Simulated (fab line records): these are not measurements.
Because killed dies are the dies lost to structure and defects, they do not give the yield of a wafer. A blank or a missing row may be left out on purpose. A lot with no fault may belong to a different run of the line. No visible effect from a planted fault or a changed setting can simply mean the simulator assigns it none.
fab line records :: flow sky130
[record]
  lots = 5
  wafers = 13
  last-day = 49
route steps=708 shown VIA2@522 METAL3@532 CAPM@537 PAD_OPEN@708
lots untouched by any fault: they come from a run of this same line in which no faults occurred
start-h: the number of hours between the record's first day and the start of the first shown wafer of the lot :: wait-h: time in hours since the lot's previous step :: " unchanged from the row above :: L1.1+2: several wafers, shown together as one row :: - value missing, or start not given :: * or withheld: withheld :: < > ~ a bound
route shown NAME@n: a module of which the file shows steps, and the number in the route of the first :: usual: mean/standard deviation taken from wafers without a fault :: same: alike in all rows :: chamber/n: place in a boat :: sites: each site's reading :: _std_site: the standard deviation of these :: _edge_site: mean of outer sites minus mean of inner sites :: radius-mm: how far each site lies from the wafer's centre :: mask NAME#n: copy n :: behind: the tool/chamber that last shaped the wafer :: hold: why the lot was held/for how many hours/how that ended :: device: which transistor (n, p or np) failed to switch :: end of line: the tests these same wafers got at the end of their route :: for a step that has no rows: nothing shown but its recipe :: killed: at the first sort, the dies lost to defects and structure; wafer yield is something else :: map: a wafer's dies, x killed, . not, _ none there
set.NAME: the setting that was run; set.NAME@STEP: the one run at that earlier step :: model.NAME: the simulator's own value behind a step, which no gauge read
lots seen at some steps along the route; tables by step, rows by wafer
services: from which hour (start-h, from the record's first day; less than 0 if before it) a tool's chamber was out of use, for how many hours, and why
[[steps]]
[step SKY_VIA2_ETCH_15]
[recipe]
  target = SiO2
  chemistry = C4F8/O2/Ar
  target-depth-nm = 546
  stop-on = TiN
  mask-material = KrF-thick
  source-w = 1500
  bias-w = 1200
  pressure-mtorr = 40
  c4f8-flow-sccm = withheld
  O2_flow_sccm = 6
  Ar_flow_sccm = 300
  time-s = 84
[step SKY_VIA2_STRIP_16]
[recipe]
  chemistry = O2/N2
  power-w = 1400
  pressure-mtorr = 1500
  platen-temp-c = withheld
  o2-flow-sccm = 3000
  n2-flow-sccm = 300
  overash-fraction = 0.5
[step SKY_VIA2_STRIP_17]
[recipe]
  chemistry = post-etch-residue-remover
  time-s = 1200
  temp-c = 72.5
[step SKY_VIA2_CLEAN_18]
[recipe]
  chemistry = IPA
  time-s = 180
  temp-c = 25
[step SKY_VIA2_CLEAN_19]
[recipe]
  chemistry = O3/DIW
  dry = n2-spin
[step SKY_VIA2_SPUTTER_20]
[recipe]
  material = TiN
  target-thk-nm = 20
  chamber-pressure-pa = 5
  power-w = 4000
  time-s = 80
[step SKY_VIA2_CVD_21]
[recipe]
  material = W
  target-thk-nm = 420
  time-s = 126.4
  temp-c = 400
  pressure-torr = 40
[step SKY_VIA2_CMP_24]
[recipe]
  stop-on = SiO2
  t-overpolish-s = 20
  down-force-psi = 3.5
  platen-rpm = 60
  target-thk-nm = 0
  pad-velocity-m-s = 0.94248
[step SKY_METAL3_SPUTTER_00]
[recipe]
  material = Ti
  target-thk-nm = 15
  power-w = 3000
  time-s = 10
  chamber-pressure-pa = 0.4
[step SKY_METAL3_SPUTTER_01]
[recipe]
  material = TiN
  target-thk-nm = 20
  power-w = 6500
  time-s = 16.7
  chamber-pressure-pa = 0.4
[step SKY_METAL3_SPUTTER_02]
[recipe]
  material = AlCu
  target-thk-nm = 735
  power-w = 10600
  time-s = 39.1
  chamber-pressure-pa = 0.4
[usual]
  throttle-valve-pct = 30.0/1
lot.wafer: L113.2
tool: pvd-sputter-02
chamber: -
start-h: 840.86
wait-h: 0.0
throttle-valve-pct: 29.8
model.AlCu_of_METAL3_SPUTTER_02.thk-nm: 734.3

lot.wafer: L113.3
tool: pvd-sputter-02
chamber: -
start-h: 840.86
wait-h: 0.0
throttle-valve-pct: 29.6
model.AlCu_of_METAL3_SPUTTER_02.thk-nm: 732.9

lot.wafer: L113.6
tool: pvd-sputter-02
chamber: -
start-h: 840.86
wait-h: 0.0
throttle-valve-pct: 27.6
model.AlCu_of_METAL3_SPUTTER_02.thk-nm: 740.6

lot.wafer: L120.2
tool: pvd-sputter-01
chamber: -
start-h: 917.81
wait-h: 0.0
throttle-valve-pct: 32.3
model.AlCu_of_METAL3_SPUTTER_02.thk-nm: 729

lot.wafer: L120.3
tool: pvd-sputter-01
chamber: -
start-h: 917.81
wait-h: 0.0
throttle-valve-pct: 31.3
model.AlCu_of_METAL3_SPUTTER_02.thk-nm: 730.9

lot.wafer: L120.4
tool: pvd-sputter-01
chamber: -
start-h: 917.81
wait-h: 0.0
throttle-valve-pct: 29.6
model.AlCu_of_METAL3_SPUTTER_02.thk-nm: 729.1

lot.wafer: L125.1
tool: pvd-sputter-02
chamber: -
start-h: 943.15
wait-h: 0.0
throttle-valve-pct: 28.0
model.AlCu_of_METAL3_SPUTTER_02.thk-nm: 814.5

lot.wafer: L125.4
tool: pvd-sputter-02
chamber: -
start-h: 943.15
wait-h: 0.0
throttle-valve-pct: 30.1
model.AlCu_of_METAL3_SPUTTER_02.thk-nm: 811.9

lot.wafer: L128.1
tool: pvd-sputter-02
chamber: -
start-h: 964.38
wait-h: 0.0
throttle-valve-pct: 29.8
model.AlCu_of_METAL3_SPUTTER_02.thk-nm: 802.7

lot.wafer: L128.4
tool: pvd-sputter-02
chamber: -
start-h: 964.38
wait-h: 0.0
throttle-valve-pct: 29.7
model.AlCu_of_METAL3_SPUTTER_02.thk-nm: 804.8

lot.wafer: L131.1
tool: pvd-sputter-02
chamber: -
start-h: 985.49
wait-h: 0.0
throttle-valve-pct: 29.5
model.AlCu_of_METAL3_SPUTTER_02.thk-nm: 818.8

lot.wafer: L131.3
tool: pvd-sputter-02
chamber: -
start-h: 985.49
wait-h: 0.0
throttle-valve-pct: 30.3
model.AlCu_of_METAL3_SPUTTER_02.thk-nm: 733

lot.wafer: L131.6
tool: pvd-sputter-02
chamber: -
start-h: 985.49
wait-h: 0.0
throttle-valve-pct: 30.3
model.AlCu_of_METAL3_SPUTTER_02.thk-nm: 736.2
[step SKY_METAL3_SPUTTER_03]
[recipe]
  material = Ti
  target-thk-nm = 5
  power-w = 3000
  time-s = 3.3
  chamber-pressure-pa = 0.4
[step SKY_METAL3_SPUTTER_04]
[recipe]
  material = TiN
  target-thk-nm = 70
  power-w = 6500
  time-s = 58.3
  chamber-pressure-pa = 0.4
[step SKY_CAPM_CVD_00]
[recipe]
  material = SiO2
  target-thk-nm = 15.5
  temp-c = 400
  time-s = withheld
  rf-w = 450
[step SKY_CAPM_SPUTTER_02]
[recipe]
  material = TiN
  target-thk-nm = 200
  temp-c = 300
  power-w = 6500
  time-s = 166.7
  chamber-pressure-pa = 0.4
[step SKY_CAPM_DEHYDRATE_05]
[recipe]
  temp-c = 200
  time-s = 60
[step SKY_CAPM_HMDS_06]
[recipe]
  prime-time-s = 60
  prime-temp-c = 120
[step SKY_CAPM_COAT_07]
[recipe]
  resist = NOVOLAK
  spin-rpm = 3000
  resist-thk-nm = 1140
[step SKY_CAPM_SOFTBAKE_08]
[recipe]
  temp-c = 90
  time-s = 60
  resist = NOVOLAK
[step SKY_CAPM_EXPOSE_09]
[recipe]
  mask-id = CAPM
  na = 0.6
  source-shape = conventional
  sigma-outer = 0.6
  polarization = unpolarized
  target-cd-nm = 1000
  dose-mj = 159
[step SKY_CAPM_PEB_10]
[recipe]
  temp-c = withheld
  time-s = *
  resist = NOVOLAK
[step SKY_CAPM_DEVELOP_11]
[recipe]
  resist = NOVOLAK
  developer = TMAH
  develop-time-s = 60
  dev-temp-c = 23
[step SKY_CAPM_METAL_ETCH_13]
[recipe]
  target-depth-nm = 220
  stop-on = SiO2
  chemistry = Cl2/BCl3
  target = TiN
  pressure-mtorr = 10
  icp-w = 900
  bias-w = 48.5
  Cl2_flow_sccm = 60
  bcl3-flow-sccm = 30
  time-s = 62.9
[step SKY_CAPM_STRIP_14]
[recipe]
  chemistry = O2/N2
  power-w = 1400
  pressure-mtorr = 1500
  platen-temp-c = withheld
  o2-flow-sccm = 3000
  n2-flow-sccm = 300
  overash-fraction = 0.5
[step SKY_CAPM_STRIP_15]
[recipe]
  chemistry = post-etch-residue-remover
  time-s = 1200
  temp-c = 72.5
[step SKY_CAPM_CLEAN_16]
[recipe]
  chemistry = IPA
  time-s = 180
  temp-c = 25
[step SKY_CAPM_CLEAN_17]
[recipe]
  chemistry = O3/DIW
  dry = n2-spin
[step SKY_METAL3_DEHYDRATE_05]
[recipe]
  temp-c = 200
  time-s = 60
[step SKY_METAL3_HMDS_06]
[recipe]
  prime-time-s = 60
  prime-temp-c = 120
[step SKY_METAL3_COAT_07]
[recipe]
  resist = BARC
  temp-c = withheld
  time-s = withheld
  spin-rpm = 3000
  resist-thk-nm = 60
[step SKY_METAL3_COAT_08]
[recipe]
  resist = KrF-thick
  spin-rpm = 3000
  resist-thk-nm = 1140
[step SKY_METAL3_SOFTBAKE_09]
[recipe]
  temp-c = 100
  time-s = 90
  resist = KrF-thick
[step SKY_METAL3_EXPOSE_10]
[recipe]
  mask-id = MM3
  na = 0.68
  source-shape = annular
  sigma-inner = 0.4
  sigma-outer = 0.8
  target-cd-nm = 300
  dose-mj = 28
[step SKY_METAL3_PEB_11]
[recipe]
  peb-temp-c = withheld
  peb-time-s = withheld
  resist = KrF-thick
[step SKY_METAL3_DEVELOP_12]
[recipe]
  develop-time-s = 60
  resist = KrF-thick
  dev-temp-c = 21
[step SKY_METAL3_METAL_ETCH_18]
[recipe]
  target-depth-a = 8450
  stop-on = SiO2
  over-etch-frac = 0.3
  time-s = 183.1
  chemistry = Cl2/BCl3
  resist-sidewall-deg = 88
  pressure-mtorr = 10
  icp-w = 900
  bias-w = 48.5
  Cl2_flow_sccm = 60
  bcl3-flow-sccm = 30
[usual]
  drypump-motor-current-A = 5.9/0.55
  mfc-cl2-sccm = 59.99/0.19
  oes-product-au = 0.863/0.0059
  throttle-valve-pct = 22.263/0.0095
lot.wafer: L113.2
tool: rie-metal-02
chamber: 0
start-h: 893.24
wait-h: 0.1
drypump-motor-current-A: 6.0
mfc-cl2-sccm: 59.82
oes-product-au: 0.870
rf-hours-counter-h: -
throttle-valve-pct: 22.262

lot.wafer: L113.3
tool: rie-metal-02
chamber: 0
start-h: 893.24
wait-h: 0.1
drypump-motor-current-A: 6.0
mfc-cl2-sccm: 59.74
oes-product-au: 0.868
rf-hours-counter-h: -
throttle-valve-pct: 22.254

lot.wafer: L113.6
tool: rie-metal-02
chamber: 0
start-h: 893.24
wait-h: 0.1
drypump-motor-current-A: 6.0
mfc-cl2-sccm: 59.90
oes-product-au: 0.875
rf-hours-counter-h: -
throttle-valve-pct: 22.261

lot.wafer: L120.2
tool: rie-metal-04
chamber: 0
start-h: 967.34
wait-h: 0.0
drypump-motor-current-A: 6.5
mfc-cl2-sccm: 59.77
oes-product-au: 0.865
rf-hours-counter-h: 14
throttle-valve-pct: 22.258

lot.wafer: L120.3
tool: rie-metal-04
chamber: 0
start-h: 967.34
wait-h: 0.0
drypump-motor-current-A: 6.5
mfc-cl2-sccm: 59.90
oes-product-au: 0.859
rf-hours-counter-h: -
throttle-valve-pct: 22.270

lot.wafer: L120.4
tool: rie-metal-04
chamber: 1
start-h: 967.34
wait-h: 0.0
drypump-motor-current-A: 4.9
mfc-cl2-sccm: 59.98
oes-product-au: 0.862
rf-hours-counter-h: -
throttle-valve-pct: 22.278

lot.wafer: L125.1
tool: rie-metal-04
chamber: 1
start-h: 992.99
wait-h: 0.0
drypump-motor-current-A: 4.9
mfc-cl2-sccm: 59.89
oes-product-au: 0.906
rf-hours-counter-h: 20
throttle-valve-pct: 22.258

lot.wafer: L125.4
tool: rie-metal-04
chamber: 1
start-h: 992.99
wait-h: 0.0
drypump-motor-current-A: 4.9
mfc-cl2-sccm: 59.74
oes-product-au: 0.908
rf-hours-counter-h: -
throttle-valve-pct: 22.275

lot.wafer: L128.1
tool: rie-metal-02
chamber: 1
start-h: 1012.09
wait-h: 0.0
drypump-motor-current-A: 6.1
mfc-cl2-sccm: 60.16
oes-product-au: 0.908
rf-hours-counter-h: 17
throttle-valve-pct: 22.271

lot.wafer: L128.4
tool: rie-metal-02
chamber: 0
start-h: 1012.09
wait-h: 0.0
drypump-motor-current-A: 6.0
mfc-cl2-sccm: 60.03
oes-product-au: 0.909
rf-hours-counter-h: -
throttle-valve-pct: 22.271

lot.wafer: L131.1
tool: rie-metal-03
chamber: 1
start-h: 1031.94
wait-h: 0.0
drypump-motor-current-A: 5.4
mfc-cl2-sccm: 60.15
oes-product-au: 0.915
rf-hours-counter-h: 21
throttle-valve-pct: 22.282

lot.wafer: L131.3
tool: rie-metal-03
chamber: 0
start-h: 1031.94
wait-h: 0.0
drypump-motor-current-A: 5.9
mfc-cl2-sccm: 60.26
oes-product-au: 0.860
rf-hours-counter-h: -
throttle-valve-pct: 22.257

lot.wafer: L131.6
tool: rie-metal-03
chamber: 1
start-h: 1031.94
wait-h: 0.0
drypump-motor-current-A: 5.4
mfc-cl2-sccm: 60.25
oes-product-au: 0.873
rf-hours-counter-h: -
throttle-valve-pct: 22.274
[step SKY_PAD_OPEN_PROBE_99]
[usual]
  defect-limited-yield = 82.0/1.9
  killed_at_M0_to_M3 = 45/6.9
  killed_at_M4_up = 3.0/1.7
  killed-at-contacts = 25/5.6
  killed-at-front-end = 15/4.2
  killed-at-other = 0.3/0.55
  killed-dies = 89/9.6
  killed-open = 49/7.2
  killed-short = 39/6.5
  sort_bin_3_pad_short = 0.9/0.44
  sort_bin_5_function = 10.7/1.4
  sort_bin_6_memory = 6.4/1.3
  sort-n-pass = 403/9.6
  sort-yield-pct = 82.0/1.9
[same]
  gross-dies = 492
  killed-at-back-side = 0
  sort_bin_4_leakage[%] = 0
  sort_bin_8_speed[%] = 0
lot.wafer: L113.2
tool: prober-02
chamber: -
start-h: 1068.20
wait-h: 0.1
defect-limited-yield[%]: 83.3
killed_at_M0_to_M3: 40
killed_at_M4_up: 3
killed-at-contacts: 25
killed-at-front-end: 14
killed-at-other: 0
killed-dies: 82
killed-open: 48
killed-short: 34
sort_bin_3_pad_short[%]: 1.6
sort_bin_5_function[%]: 9.8
sort_bin_6_memory[%]: 5.3
sort-n-pass: 410
sort-yield-pct[%]: 83.3
model.etest.met3.line-ohm-um: 0.139
model.etest.met3.rs-ohm-sq: 0.04223

lot.wafer: L113.3
tool: prober-02
chamber: -
start-h: 1068.25
wait-h: 0.2
defect-limited-yield[%]: 80.3
killed_at_M0_to_M3: 45
killed_at_M4_up: 3
killed-at-contacts: 30
killed-at-front-end: 18
killed-at-other: 1
killed-dies: 97
killed-open: 57
killed-short: 40
sort_bin_3_pad_short[%]: 1.2
sort_bin_5_function[%]: 11.8
sort_bin_6_memory[%]: 6.7
sort-n-pass: 395
sort-yield-pct[%]: 80.3
model.etest.met3.line-ohm-um: 0.1397
model.etest.met3.rs-ohm-sq: 0.04294

lot.wafer: L113.6
tool: prober-02
chamber: -
start-h: 1068.40
wait-h: 0.2
defect-limited-yield[%]: 80.1
killed_at_M0_to_M3: 49
killed_at_M4_up: 1
killed-at-contacts: 34
killed-at-front-end: 14
killed-at-other: 0
killed-dies: 98
killed-open: 55
killed-short: 43
sort_bin_3_pad_short[%]: 1.4
sort_bin_5_function[%]: 12.6
sort_bin_6_memory[%]: 5.9
sort-n-pass: 394
sort-yield-pct[%]: 80.1
model.etest.met3.line-ohm-um: 0.1399
model.etest.met3.rs-ohm-sq: 0.04229

lot.wafer: L120.2
tool: prober-01
chamber: -
start-h: 1130.14
wait-h: 0.1
defect-limited-yield[%]: 83.7
killed_at_M0_to_M3: 45
killed_at_M4_up: 3
killed-at-contacts: 20
killed-at-front-end: 11
killed-at-other: 1
killed-dies: 80
killed-open: 40
killed-short: 40
sort_bin_3_pad_short[%]: 1.0
sort_bin_5_function[%]: 9.3
sort_bin_6_memory[%]: 5.9
sort-n-pass: 412
sort-yield-pct[%]: 83.7
model.etest.met3.line-ohm-um: 0.1428
model.etest.met3.rs-ohm-sq: 0.04356

lot.wafer: L120.3
tool: prober-01
chamber: -
start-h: 1130.19
wait-h: 0.2
defect-limited-yield[%]: 79.5
killed_at_M0_to_M3: 48
killed_at_M4_up: 2
killed-at-contacts: 34
killed-at-front-end: 17
killed-at-other: 0
killed-dies: 101
killed-open: 48
killed-short: 53
sort_bin_3_pad_short[%]: 1.6
sort_bin_5_function[%]: 11.8
sort_bin_6_memory[%]: 7.1
sort-n-pass: 391
sort-yield-pct[%]: 79.5
model.etest.met3.line-ohm-um: 0.1407
model.etest.met3.rs-ohm-sq: 0.04296

lot.wafer: L120.4
tool: prober-01
chamber: -
start-h: 1130.24
wait-h: 0.2
defect-limited-yield[%]: 80.9
killed_at_M0_to_M3: 46
killed_at_M4_up: 5
killed-at-contacts: 24
killed-at-front-end: 19
killed-at-other: 0
killed-dies: 94
killed-open: 47
killed-short: 47
sort_bin_3_pad_short[%]: 0.8
sort_bin_5_function[%]: 11.2
sort_bin_6_memory[%]: 7.1
sort-n-pass: 398
sort-yield-pct[%]: 80.9
model.etest.met3.line-ohm-um: 0.1409
model.etest.met3.rs-ohm-sq: 0.04261

lot.wafer: L125.1
tool: prober-01
chamber: -
start-h: 1148.38
wait-h: 0.1
defect-limited-yield[%]: 82.9
killed_at_M0_to_M3: 40
killed_at_M4_up: 5
killed-at-contacts: 24
killed-at-front-end: 15
killed-at-other: 0
killed-dies: 84
killed-open: 48
killed-short: 36
sort_bin_3_pad_short[%]: 0.8
sort_bin_5_function[%]: 10.4
sort_bin_6_memory[%]: 5.9
sort-n-pass: 408
sort-yield-pct[%]: 82.9
model.etest.met3.line-ohm-um: 0.1239
model.etest.met3.rs-ohm-sq: 0.03857

lot.wafer: L125.4
tool: prober-01
chamber: -
start-h: 1148.53
wait-h: 0.2
defect-limited-yield[%]: 82.7
killed_at_M0_to_M3: 31
killed_at_M4_up: 5
killed-at-contacts: 34
killed-at-front-end: 15
killed-at-other: 0
killed-dies: 85
killed-open: 57
killed-short: 28
sort_bin_3_pad_short[%]: 1.6
sort_bin_5_function[%]: 11.0
sort_bin_6_memory[%]: 4.7
sort-n-pass: 407
sort-yield-pct[%]: 82.7
model.etest.met3.line-ohm-um: 0.1249
model.etest.met3.rs-ohm-sq: 0.03844

lot.wafer: L128.1
tool: prober-02
chamber: -
start-h: 1164.16
wait-h: 0.1
defect-limited-yield[%]: 82.1
killed_at_M0_to_M3: 36
killed_at_M4_up: 7
killed-at-contacts: 25
killed-at-front-end: 20
killed-at-other: 0
killed-dies: 88
killed-open: 44
killed-short: 44
sort_bin_3_pad_short[%]: 1.6
sort_bin_5_function[%]: 11.2
sort_bin_6_memory[%]: 5.1
sort-n-pass: 404
sort-yield-pct[%]: 82.1
model.etest.met3.line-ohm-um: 0.1304
model.etest.met3.rs-ohm-sq: 0.03927

lot.wafer: L128.4
tool: prober-02
chamber: -
start-h: 1164.31
wait-h: 0.2
defect-limited-yield[%]: 80.1
killed_at_M0_to_M3: 57
killed_at_M4_up: 4
killed-at-contacts: 25
killed-at-front-end: 12
killed-at-other: 0
killed-dies: 98
killed-open: 63
killed-short: 35
sort_bin_3_pad_short[%]: 0.4
sort_bin_5_function[%]: 12.4
sort_bin_6_memory[%]: 7.1
sort-n-pass: 394
sort-yield-pct[%]: 80.1
model.etest.met3.line-ohm-um: 0.1285
model.etest.met3.rs-ohm-sq: 0.03873

lot.wafer: L131.1
tool: prober-01
chamber: -
start-h: 1178.48
wait-h: 0.1
defect-limited-yield[%]: 76.2
killed_at_M0_to_M3: 50
killed_at_M4_up: 2
killed-at-contacts: 43
killed-at-front-end: 21
killed-at-other: 1
killed-dies: 117
killed-open: 67
killed-short: 49
sort_bin_3_pad_short[%]: 1.2
sort_bin_5_function[%]: 12.4
sort_bin_6_memory[%]: 10.2
sort-n-pass: 375
sort-yield-pct[%]: 76.2
model.etest.met3.line-ohm-um: 0.1267
model.etest.met3.rs-ohm-sq: 0.03813

lot.wafer: L131.3
tool: prober-01
chamber: -
start-h: 1178.58
wait-h: 0.2
defect-limited-yield[%]: 81.9
killed_at_M0_to_M3: 52
killed_at_M4_up: 1
killed-at-contacts: 20
killed-at-front-end: 16
killed-at-other: 0
killed-dies: 89
killed-open: 47
killed-short: 42
sort_bin_3_pad_short[%]: 0.8
sort_bin_5_function[%]: 10.8
sort_bin_6_memory[%]: 6.5
sort-n-pass: 403
sort-yield-pct[%]: 81.9
model.etest.met3.line-ohm-um: 0.1409
model.etest.met3.rs-ohm-sq: 0.04248

lot.wafer: L131.6
tool: prober-01
chamber: -
start-h: 1178.73
wait-h: 0.2
defect-limited-yield[%]: 83.1
killed_at_M0_to_M3: 39
killed_at_M4_up: 2
killed-at-contacts: 19
killed-at-front-end: 23
killed-at-other: 0
killed-dies: 83
killed-open: 37
killed-short: 46
sort_bin_3_pad_short[%]: 1.4
sort_bin_5_function[%]: 11.8
sort_bin_6_memory[%]: 3.7
sort-n-pass: 409
sort-yield-pct[%]: 83.1
model.etest.met3.line-ohm-um: 0.1437
model.etest.met3.rs-ohm-sq: 0.04303
// killed by level:class
L113.2 CONTACT:geometric-particle:open=11 VIA1:geometric-particle:open=9 LI_CONTACT:geometric-particle:open=7 METAL1:geometric-particle:short=6 METAL3:geometric-particle:short=6 FIELD_ISO:geometric-particle:open=5 VIA2:geometric-particle:open=5 VIA3:geometric-particle:open=5
L113.3 VIA1:geometric-particle:open=15 LI_CONTACT:geometric-particle:open=10 FIELD_ISO:geometric-particle:open=6 LOCAL_INTERCONNECT:geometric-particle:short=6 CONTACT:geometric-particle:open=6 VIA2:geometric-particle:open=6 VIA2:geometric-particle:short=5 LI_CONTACT:geometric-particle:short=4
L113.6 CONTACT:geometric-particle:open=14 LI_CONTACT:geometric-particle:open=8 VIA1:geometric-particle:open=8 VIA2:geometric-particle:short=7 VIA2:geometric-particle:open=6 METAL1:geometric-particle:short=5 METAL2:geometric-particle:short=5 FIELD_ISO:geometric-particle:open=4
L120.2 VIA3:geometric-particle:open=9 VIA2:geometric-particle:open=8 VIA1:geometric-particle:open=7 LOCAL_INTERCONNECT:geometric-particle:short=6 POLY_GATE:geometric-particle:short=5 METAL1:geometric-particle:short=5 VIA1:geometric-particle:short=5 LI_CONTACT:geometric-particle:open=4
L120.3 METAL1:geometric-particle:short=13 VIA1:geometric-particle:open=10 CONTACT:geometric-particle:open=10 POLY_GATE:geometric-particle:open=7 LOCAL_INTERCONNECT:geometric-particle:short=7 VIA1:geometric-particle:short=6 LI_CONTACT:geometric-particle:short=5 LI_CONTACT:geometric-particle:open=5
L120.4 VIA1:geometric-particle:open=9 VIA3:geometric-particle:open=8 CONTACT:geometric-particle:open=7 METAL2:geometric-particle:short=7 LOCAL_INTERCONNECT:geometric-particle:short=5 POLY_GATE:geometric-particle:open=5 LI_CONTACT:geometric-particle:open=5 POLY_GATE:geometric-particle:short=4
L125.1 VIA1:geometric-particle:open=10 CONTACT:geometric-particle:open=9 VIA3:geometric-particle:open=7 LOCAL_INTERCONNECT:geometric-particle:short=6 METAL2:geometric-particle:short=5 FIELD_ISO:geometric-particle:short=4 FIELD_ISO:geometric-particle:open=4 METAL1:geometric-particle:open=4
L125.4 LI_CONTACT:geometric-particle:open=17 CONTACT:geometric-particle:open=8 VIA2:geometric-particle:open=6 VIA3:geometric-particle:open=6 POLY_GATE:geometric-particle:open=5 CONTACT:geometric-particle:short=5 VIA1:geometric-particle:open=5 METAL4:geometric-particle:short=5
L128.1 CONTACT:geometric-particle:open=8 VIA2:geometric-particle:open=8 FIELD_ISO:geometric-particle:short=6 LI_CONTACT:geometric-particle:open=6 CONTACT:geometric-particle:short=5 VIA2:geometric-particle:short=5 POLY_GATE:geometric-particle:open=4 VIA1:geometric-particle:short=4
L128.4 VIA1:geometric-particle:open=18 VIA3:geometric-particle:open=12 CONTACT:geometric-particle:open=10 VIA2:geometric-particle:open=6 FIELD_ISO:geometric-particle:open=5 CONTACT:geometric-particle:short=5 METAL1:geometric-particle:short=5 LOCAL_INTERCONNECT:geometric-particle:short=4
L131.1 VIA1:geometric-particle:open=16 CONTACT:geometric-particle:open=14 LI_CONTACT:geometric-particle:open=10 CONTACT:geometric-particle:short=8 FIELD_ISO:geometric-particle:short=7 FIELD_ISO:geometric-particle:open=6 LOCAL_INTERCONNECT:geometric-particle:short=6 METAL2:geometric-particle:short=6
L131.3 VIA2:geometric-particle:open=10 METAL2:geometric-particle:short=8 VIA3:geometric-particle:open=8 POLY_GATE:geometric-particle:short=6 LI_CONTACT:geometric-particle:open=6 CONTACT:geometric-particle:open=6 VIA1:geometric-particle:open=6 METAL1:geometric-particle:short=5
L131.6 POLY_GATE:geometric-particle:short=11 VIA3:geometric-particle:open=8 VIA1:geometric-particle:open=8 CONTACT:geometric-particle:short=6 VIA2:geometric-particle:open=5 LI_CONTACT:geometric-particle:open=5 VIA1:geometric-particle:short=5 CONTACT:geometric-particle:open=4
[[services]]
tool: rie-metal-02
chamber: 0
start-h: 828.52
hours: -
kind: clean

tool: rie-metal-02
chamber: 0
start-h: 828.52
hours: 28.3
kind: scheduled-down

tool: rie-metal-02
chamber: 0
start-h: 828.52
hours: 28.3
kind: vent-cycle

tool: rie-metal-04
chamber: 1
start-h: 839.87
hours: 13.1
kind: repair

tool: rie-metal-03
chamber: -
start-h: 855.99
hours: 0.7
kind: repair

tool: pvd-sputter-02
chamber: 0
start-h: 861.97
hours: -
kind: consumable-replace:kit

tool: pvd-sputter-02
chamber: 0
start-h: 861.97
hours: 18.0
kind: scheduled-down

tool: pvd-sputter-02
chamber: 0
start-h: 861.97
hours: 18.0
kind: vent-cycle

tool: pvd-sputter-01
chamber: -
start-h: 876.53
hours: 3.0
kind: repair

tool: rie-metal-02
chamber: 1
start-h: 889.01
hours: 14.1
kind: repair

tool: rie-metal-04
chamber: 1
start-h: 914.32
hours: 2.2
kind: repair

tool: pvd-sputter-01
chamber: -
start-h: 929.35
hours: 4.1
kind: repair

tool: rie-metal-04
chamber: 0
start-h: 939.56
hours: 8.2
kind: repair

tool: pvd-sputter-01
chamber: 0
start-h: 943.36
hours: -
kind: consumable-replace:kit

tool: pvd-sputter-01
chamber: 0
start-h: 943.36
hours: 18.0
kind: scheduled-down

tool: pvd-sputter-01
chamber: 0
start-h: 943.36
hours: 18.0
kind: vent-cycle

tool: pvd-sputter-02
chamber: 3
start-h: 943.68
hours: -
kind: consumable-replace:kit

tool: pvd-sputter-02
chamber: 3
start-h: 943.68
hours: 18.0
kind: scheduled-down

tool: pvd-sputter-02
chamber: 3
start-h: 943.68
hours: 18.0
kind: vent-cycle

tool: pvd-sputter-02
chamber: -
start-h: 965.01
hours: 2.7
kind: repair

tool: pvd-sputter-01
chamber: -
start-h: 1016.94
hours: 1.3
kind: repair
[[key]]
[first-sign]
  step = SKY_METAL3_METAL_ETCH_18
  reading = oes-product-au
  direction = up
  sigmas = 7.8
  usual = 0.863
  struck = 0.909
effect none on later readings
[model-effect]
  step = SKY_METAL3_SPUTTER_02
  value = AlCu_of_METAL3_SPUTTER_02.thk-nm
  without = 728.8
  struck = 810.5
[model-effect]
  step = SKY_PAD_OPEN_PROBE_99
  value = etest.met3.line-ohm-um
  without = 0.1413
  struck = 0.1269
met-at SKY_METAL3_SPUTTER_02
struck-wafers L125.1,L125.4,L128.1,L128.4,L131.1
onset-between 840.86 943.15
[fault]
  kind = process-parameter-drift
  tool = pvd-sputter-02
  chamber = -
  onset-h = 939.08
  steps = SKY_METAL3_SPUTTER_02
  channel = time-s
  offset = *
  shape = step
  end-h = 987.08
  scope = struck-wafers-only
  acts-in = *
  stated = *
